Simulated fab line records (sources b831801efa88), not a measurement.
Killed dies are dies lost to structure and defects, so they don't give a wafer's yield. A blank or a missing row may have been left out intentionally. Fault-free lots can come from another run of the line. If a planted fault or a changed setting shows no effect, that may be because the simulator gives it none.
fab line records	flow sky130
record lots=13	wafers=39	last_day=50
route steps=708 shown SONOS_ONO@181 LI_CONTACT@381 CONTACT@433 METAL1@440 PAD_OPEN@708
lots that met no fault: taken from a fault-free run of the same line
start_h: the number of hours between the record's first day and the start of the first shown wafer of the lot	wait_h: hours since the lot's step before	" the same as in the row above	L1.1+2: a row that stands for several wafers	- value missing, or start not given	* or withheld: withheld	< > ~ a bound
route shown NAME@n: names a module that has steps shown in the file, with the first one's number in the route	usual: average and standard deviation across the fault-free wafers	same: alike in all rows	chamber/n: place in a boat	sites: the reading at each site	_std_site: how widely they spread, as a standard deviation	_edge_site: outer sites' mean less inner sites'	radius_mm: how far each site lies from the wafer's centre	mask NAME#n: copy n	behind: the tool/chamber that last shaped the wafer	hold: cause of the lot's hold/its duration in hours/its outcome	device: whichever transistor did not switch (one of n, p or np)	end of line: tests run on the same wafers once the route is complete	where a step has no rows: the recipe by itself	killed: count of dies lost to structure and defects at first sort (not the wafer's yield)	map: dies across one wafer; x = killed, . = not, _ = none there
set.NAME: setting as actually run; set.NAME@STEP: the setting as run at that earlier step	model.NAME: the simulator's own value behind a step, which no gauge read
route steps across a sampled set of lots; one table per step, one row per wafer
services: from which hour (start_h, from the record's first day; less than 0 if before it) a tool's chamber was out of use, for how many hours, and why
## steps
# step SKY_SONOS_ONO_CD_MEAS_13
# recipe target_cd_nm=410
# usual cd_nm=409.6/2.6
lot.wafer	tool	chamber	start_h	wait_h	cd_nm
L974.1	cd_sem-02	-	276.09	0.1	412.8
L974.5	"	-	"	"	412.1
L974.6	"	-	"	"	412.7
L975.1	cd_sem-01	-	285.39	0.1	406.7
L975.2	"	-	"	"	408.7
L975.4	"	-	"	"	407.9
L976.2	cd_sem-02	-	295.31	0.1	412.2
L976.4	"	-	"	"	410.4
L976.6	"	-	"	"	409.4
L977.1	cd_sem-02	-	302.89	0.1	406.7
L977.4	"	-	"	"	406.8
L977.6	"	-	"	"	407.2
L978.2	cd_sem-02	-	313.36	0.1	410.9
L978.3	"	-	"	"	411.5
L978.6	"	-	"	"	409.6
L979.1	cd_sem-01	-	324.09	0.1	409.9
L979.2	"	-	"	"	408.0
L979.6	"	-	"	"	410.2
L980.1	cd_sem-02	-	331.54	0.1	407.4
L980.2	"	-	"	"	408.1
L980.5	"	-	"	"	406.1
L981.1	cd_sem-02	-	340.49	0.1	409.6
L981.2	"	-	"	"	409.7
L981.5	"	-	"	"	410.9
L985.1	cd_sem-01	-	371.49	0.1	416.8
L985.3	"	-	"	"	413.8
L985.5	"	-	"	"	411.9
L986.1	cd_sem-02	-	384.20	0.1	417.0
L986.3	"	-	"	"	414.7
L986.4	"	-	"	"	415.4
L994.1	cd_sem-02	-	449.29	0.1	410.4
L994.3	"	-	"	"	408.9
L994.6	"	-	"	"	409.6
L996.1	cd_sem-02	-	464.65	0.1	407.7
L996.2	"	-	"	"	407.7
L996.3	"	-	"	"	408.3
L997.2	cd_sem-01	-	471.91	0.1	410.4
L997.4	"	-	"	"	408.9
L997.6	"	-	"	"	410.9
# step SKY_LI_CONTACT_SPUTTER_19
# recipe material=Ti	target_thk_nm=20	chamber_pressure_pa=5	power_w=2500	substrate_temp_c=200	time_s=106.37
# usual cathode_dc_power_W=2500.1/0.49	chamber_pressure_pa=5.001/0.0093	throttle_valve_pct=30.3/1.1
lot.wafer	tool	chamber	start_h	wait_h	cathode_dc_power_W	chamber_pressure_pa	throttle_valve_pct
L974.1	pvd_sputter-04	-	670.15	0.0	2499.3	5.003	31.5
L974.5	"	-	"	"	2500.1	4.999	29.2
L974.6	"	-	"	"	2500.2	5.021	32.4
L975.1	pvd_sputter-03	-	680.09	0.0	2500.7	5.001	29.2
L975.2	"	-	"	"	2500.3	5.005	30.2
L975.4	"	-	"	"	2500.1	5.001	30.0
L976.2	pvd_sputter-04	-	691.99	0.0	2499.8	5.007	29.1
L976.4	"	-	"	"	2500.3	5.001	32.7
L976.6	"	-	"	"	2499.1	5.012	29.4
L977.1	pvd_sputter-01	-	700.74	0.0	2499.9	5.015	30.3
L977.4	"	-	"	"	2500.3	4.991	30.7
L977.6	"	-	"	"	2500.7	5.001	29.3
L978.2	pvd_sputter-01	-	710.37	0.0	2499.5	5.009	31.3
L978.3	"	-	"	"	2500.7	4.988	29.5
L978.6	"	-	"	"	2500.2	4.999	30.3
L979.1	pvd_sputter-04	-	725.97	0.0	2500.9	5.003	32.4
L979.2	"	-	"	"	2500.5	5.010	31.5
L979.6	"	-	"	"	2499.3	5.006	32.5
L980.1	pvd_sputter-01	-	728.69	0.0	2499.7	4.993	29.2
L980.2	"	-	"	"	2500.5	4.993	30.2
L980.5	"	-	"	"	2499.8	5.012	31.0
L981.1	pvd_sputter-04	-	740.45	0.0	2500.1	5.002	29.3
L981.2	"	-	"	"	2500.8	5.010	29.0
L981.5	"	-	"	"	2500.9	5.000	31.5
L985.1	pvd_sputter-01	-	771.38	0.0	-	-	-
L985.3	"	-	"	"	-	-	-
L985.5	"	-	"	"	-	-	-
L986.1	pvd_sputter-01	-	775.97	0.0	-	-	-
L986.3	"	-	"	"	-	-	-
L986.4	"	-	"	"	-	-	-
L994.1	pvd_sputter-04	-	834.28	0.0	2499.5	4.992	32.5
L994.3	"	-	"	"	2499.6	4.992	29.6
L994.6	"	-	"	"	2499.8	5.011	31.6
L996.1	pvd_sputter-04	-	850.63	0.0	2499.2	5.002	32.6
L996.2	"	-	"	"	2499.2	5.009	29.2
L996.3	"	-	"	"	2500.2	5.017	29.1
L997.2	pvd_sputter-04	-	856.90	0.0	2499.9	5.009	29.5
L997.4	"	-	"	"	2500.1	5.018	29.1
L997.6	"	-	"	"	2500.5	5.011	28.9
# step SKY_CONTACT_CMP_27
# recipe stop_on=SiO2	t_overpolish_s=15	down_force_psi=3.5	platen_rpm=60	target_thk_nm=0	pad_velocity_m_s=0.94248
# usual edge_zone_pressure_frac=0.999/0.0044	motor_current_A=11.4/0.93	overpolish_run_s=14.999/0.0092	time_to_endpoint_s=82/3.5
lot.wafer	tool	chamber	start_h	wait_h	edge_zone_pressure_frac	motor_current_A	overpolish_run_s	time_to_endpoint_s
L974.1	cmp-01	1	729.87	0.1	0.994	12.5	14.993	80
L974.5	"	3	"	"	0.997	12.0	14.986	81
L974.6	"	0	"	"	0.991	12.1	14.996	83
L975.1	cmp-01	1	740.00	0.1	0.997	12.7	15.002	77
L975.4	"	2	"	"	1.010	12.4	15.002	81
L975.2	"	3	"	"	0.998	11.8	14.996	80
L976.4	cmp-02	0	750.91	0.1	0.995	9.7	14.989	87
L976.2	"	2	"	"	0.996	9.9	14.992	88
L976.6	"	0	"	"	0.988	9.7	14.994	90
L977.1	cmp-01	1	759.82	0.1	0.992	11.7	15.014	80
L977.4	"	3	"	"	1.007	12.8	15.004	81
L977.6	"	1	"	"	0.993	11.7	15.008	81
L978.2	cmp-02	3	769.41	0.0	0.995	11.6	14.998	86
L978.3	"	1	"	"	1.011	10.6	14.989	84
L978.6	"	3	"	"	0.995	10.8	15.002	87
L979.1	cmp-02	0	784.36	0.1	0.994	9.6	15.002	83
L979.2	"	2	"	"	1.001	10.2	14.996	83
L979.6	"	1	"	"	0.995	11.0	15.017	81
L980.2	cmp-01	1	786.84	0.1	0.990	12.5	14.999	78
L980.1	"	3	"	"	0.995	11.3	14.985	76
L980.5	"	1	"	"	0.997	12.3	14.989	76
L981.1	cmp-02	1	798.92	0.1	0.997	11.1	14.996	77
L981.2	"	3	"	"	1.003	11.0	14.982	83
L981.5	"	2	"	"	0.998	10.4	15.004	80
L994.1	cmp-01	0	889.97	0.1	1.001	11.5	15.003	77
L994.3	"	1	"	"	1.008	12.5	15.016	77
L994.6	"	0	"	"	1.000	11.8	15.015	80
L996.2	cmp-02	2	906.30	0.0	0.999	9.5	15.004	88
L996.3	"	0	"	"	0.996	10.0	15.002	86
L996.1	"	1	"	"	1.001	11.0	14.999	83
L997.4	cmp-01	0	911.68	0.0	0.999	11.6	15.014	82
L997.2	"	2	"	"	1.000	12.0	14.995	76
L997.6	"	1	"	"	0.995	12.0	15.002	80
# step SKY_METAL1_THK_MEAS_06
# recipe thk_meas_gauge=xrf	reads=AlCu_of_METAL1_SPUTTER_02
# usual METAL1_ALCU_THK=251/3.1
lot.wafer	tool	chamber	start_h	wait_h	METAL1_ALCU_THK[nm]
L974.1	film_metro-02	-	730.33	0.1	247
L974.5	"	-	"	"	246
L974.6	"	-	"	"	249
L975.1	film_metro-02	-	740.51	0.1	248
L975.2	"	-	"	"	251
L975.4	"	-	"	"	249
L976.2	film_metro-03	-	751.43	0.1	253
L976.4	"	-	"	"	251
L976.6	"	-	"	"	250
L977.1	film_metro-03	-	760.38	0.1	257
L977.4	"	-	"	"	254
L977.6	"	-	"	"	256
L978.2	film_metro-01	-	769.98	0.1	251
L978.3	"	-	"	"	254
L978.6	"	-	"	"	250
L979.1	film_metro-02	-	784.92	0.1	254
L979.2	"	-	"	"	252
L979.6	"	-	"	"	250
L980.1	film_metro-01	-	787.35	0.1	250
L980.2	"	-	"	"	251
L980.5	"	-	"	"	247
L981.1	film_metro-01	-	799.48	0.1	253
L981.2	"	-	"	"	247
L981.5	"	-	"	"	248
L994.1	film_metro-01	-	890.53	0.1	249
L994.3	"	-	"	"	251
L994.6	"	-	"	"	247
L996.1	film_metro-02	-	906.86	0.1	252
L996.2	"	-	"	"	252
L996.3	"	-	"	"	254
L997.2	film_metro-02	-	912.25	0.1	253
L997.4	"	-	"	"	253
L997.6	"	-	"	"	252
# step SKY_PAD_OPEN_PROBE_99
# usual killed_at_M0_to_M3=43/6.5	killed_at_M4_up=3.2/1.8	killed_at_contacts=24/5.2	killed_at_front_end=15/4	killed_at_other=0.4/0.69	killed_dies=86/8.7	killed_on_rim=17/3.7	killed_open=47/7	killed_short=39/5.7
# same gross_dies=492	killed_at_back_side=0
lot.wafer	tool	chamber	start_h	wait_h	killed_at_M0_to_M3	killed_at_M4_up	killed_at_contacts	killed_at_front_end	killed_at_other	killed_dies	killed_on_rim	killed_open	killed_short
L975.1	prober-01	-	1077.86	0.1	40	5	26	18	0	89	16	50	38
L975.2	prober-01	-	1077.91	0.1	37	1	25	31	1	95	16	53	39
L975.4	prober-01	-	1078.01	0.2	47	1	32	15	0	95	15	51	44
L985.1	prober-01	-	1144.77	0.1	51	8	417	16	0	492	96	59	44
L985.3	prober-01	-	1144.87	0.2	38	4	439	10	1	492	96	52	35
L985.5	prober-01	-	1144.97	0.2	35	2	442	13	0	492	96	33	30
L986.1	prober-02	-	1146.27	0.1	46	5	432	9	0	492	96	47	38
L986.3	prober-02	-	1146.37	0.2	44	3	436	9	0	492	96	49	29
L986.4	prober-02	-	1146.42	0.2	47	3	426	16	0	492	96	48	42
L997.2	prober-01	-	1198.31	0.1	37	0	21	17	1	76	10	45	31
L997.4	prober-01	-	1198.41	0.2	44	3	24	18	0	89	15	50	39
L997.6	prober-01	-	1198.51	0.2	42	2	25	13	0	82	18	44	38
# killed by level:class
L975.1 VIA3:geometric_particle:open=10 CONTACT:geometric_particle:open=9 LI_CONTACT:geometric_particle:open=8 METAL2:geometric_particle:short=7 FIELD_ISO:geometric_particle:open=6 CONTACT:geometric_particle:short=5 VIA3:geometric_particle:short=5 VIA1:geometric_particle:open=4
L975.2 CONTACT:geometric_particle:open=12 VIA3:geometric_particle:open=8 POLY_GATE:geometric_particle:short=7 FIELD_ISO:geometric_particle:short=6 FIELD_ISO:geometric_particle:open=6 VIA1:geometric_particle:open=6 METAL2:geometric_particle:short=6 POLY_GATE:geometric_particle:open=5
L975.4 VIA1:geometric_particle:open=10 LOCAL_INTERCONNECT:geometric_particle:short=9 VIA2:geometric_particle:open=8 CONTACT:geometric_particle:short=7 CONTACT:geometric_particle:open=6 LI_CONTACT:geometric_particle:open=6 VIA3:geometric_particle:open=6 VIA1:geometric_particle:short=6
L985.1 LI_CONTACT:area_sputter=387 VIA1:geometric_particle:open=16 VIA3:geometric_particle:open=11 LI_CONTACT:geometric_particle:open=9 CONTACT:geometric_particle:short=6 VIA1:geometric_particle:short=6 LOCAL_INTERCONNECT:geometric_particle:short=5 CONTACT:geometric_particle:open=5
L985.3 LI_CONTACT:area_sputter=404 CONTACT:geometric_particle:open=14 VIA1:geometric_particle:open=13 LI_CONTACT:geometric_particle:open=6 LOCAL_INTERCONNECT:geometric_particle:short=6 VIA2:geometric_particle:open=6 METAL2:geometric_particle:short=5 LOCAL_INTERCONNECT:geometric_particle:open=4
L985.5 LI_CONTACT:area_sputter=428 VIA1:geometric_particle:open=11 POLY_GATE:geometric_particle:short=5 VIA2:geometric_particle:open=5 METAL1:geometric_particle:short=5 CONTACT:geometric_particle:open=4 VIA1:geometric_particle:short=4 VIA3:geometric_particle:short=4
L986.1 LI_CONTACT:area_sputter=406 VIA1:geometric_particle:open=12 CONTACT:geometric_particle:open=11 VIA3:geometric_particle:open=7 METAL2:geometric_particle:short=6 LOCAL_INTERCONNECT:geometric_particle:short=5 CONTACT:geometric_particle:short=5 METAL1:geometric_particle:short=5
L986.3 LI_CONTACT:area_sputter=413 LI_CONTACT:geometric_particle:open=13 VIA1:geometric_particle:open=9 VIA2:geometric_particle:open=8 METAL1:geometric_particle:short=5 METAL2:geometric_particle:short=5 POLY_GATE:geometric_particle:open=4 CONTACT:geometric_particle:open=4
L986.4 LI_CONTACT:area_sputter=402 VIA1:geometric_particle:open=11 LI_CONTACT:geometric_particle:open=8 VIA3:geometric_particle:open=8 METAL1:geometric_particle:short=7 VIA2:geometric_particle:open=6 CONTACT:geometric_particle:open=6 POLY_GATE:geometric_particle:short=5
L997.2 CONTACT:geometric_particle:open=12 VIA1:geometric_particle:open=8 POLY_GATE:geometric_particle:short=6 VIA3:geometric_particle:open=5 METAL2:geometric_particle:short=5 VIA2:geometric_particle:open=5 LI_CONTACT:geometric_particle:open=4 METAL1:geometric_particle:short=4
L997.4 VIA1:geometric_particle:open=12 CONTACT:geometric_particle:open=9 FIELD_ISO:geometric_particle:open=8 VIA3:geometric_particle:open=6 FIELD_ISO:geometric_particle:short=5 METAL1:geometric_particle:short=5 VIA1:geometric_particle:short=5 METAL2:geometric_particle:short=5
L997.6 CONTACT:geometric_particle:open=12 VIA2:geometric_particle:open=9 VIA3:geometric_particle:open=7 METAL2:geometric_particle:short=6 FIELD_ISO:geometric_particle:short=4 LI_CONTACT:geometric_particle:open=4 CONTACT:geometric_particle:short=4 METAL1:geometric_particle:short=4
## services
tool	chamber	start_h	hours	kind
cmp-01	-	727.88	1.6	repair
cmp-02	-	744.00	4.0	pm
cmp-02	-	748.00	-	consumable_replace:conditioner
cmp-02	-	748.00	-	consumable_replace:pad
pvd_sputter-04	1	770.90	-	consumable_replace:kit
pvd_sputter-04	1	770.90	18.0	scheduled_down
pvd_sputter-04	1	770.90	18.0	vent_cycle
pvd_sputter-03	3	772.61	-	consumable_replace:kit
pvd_sputter-03	3	772.61	18.0	scheduled_down
pvd_sputter-03	3	772.61	18.0	vent_cycle
cmp-02	-	781.12	2.5	repair
cmp-02	-	791.38	7.0	pm
cmp-01	-	807.81	5.0	pm
cmp-01	-	813.17	1.7	repair
cmp-02	-	829.14	5.0	repair
pvd_sputter-04	-	834.45	0.6	repair
pvd_sputter-04	-	837.07	1.5	repair
cmp-02	-	864.64	1.4	repair
cmp-01	-	871.36	5.0	pm
cmp-02	-	895.44	0.3	repair
pvd_sputter-04	-	902.12	25.9	repair
cmp-02	-	902.34	2.1	repair
## key
first_sign step=SKY_LI_CONTACT_SPUTTER_19	reading=tool_record	direction=missing
effect step=SKY_PAD_OPEN_PROBE_99	reading=killed_at_contacts	direction=up	sigmas=79	usual=24	struck=432
more_kills_born_at SKY_LI_CONTACT_SPUTTER_19@pvd_sputter-01=2440
met_at SKY_LI_CONTACT_SPUTTER_19
struck_lots L985,L986
later_rows_left_out L985.1,L985.3,L985.5,L986.1,L986.3,L986.4
tester_left_out L985,L986
not_acting_at SKY_SONOS_ONO_CD_MEAS_13,SKY_CONTACT_CMP_27,SKY_METAL1_THK_MEAS_06
onset_between 728.69 771.38
fault kind=skipped_step_whole	tool=pvd_sputter-01	chamber=-	onset_h=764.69	steps=SKY_LI_CONTACT_SPUTTER_19	scope=struck_lots_only
# tester_left_out: of these lots the tester's yield and bins aren't shown, on N5 and GAA mostly nor the transistor test; their killed dies are dies lost to structure and defects alone, not to doping, threshold or leakage, so they don't give the yield
# later_rows_left_out: the simulator's readings of these wafers behind a module that went badly wrong aren't trusted and aren't shown, but for the sort
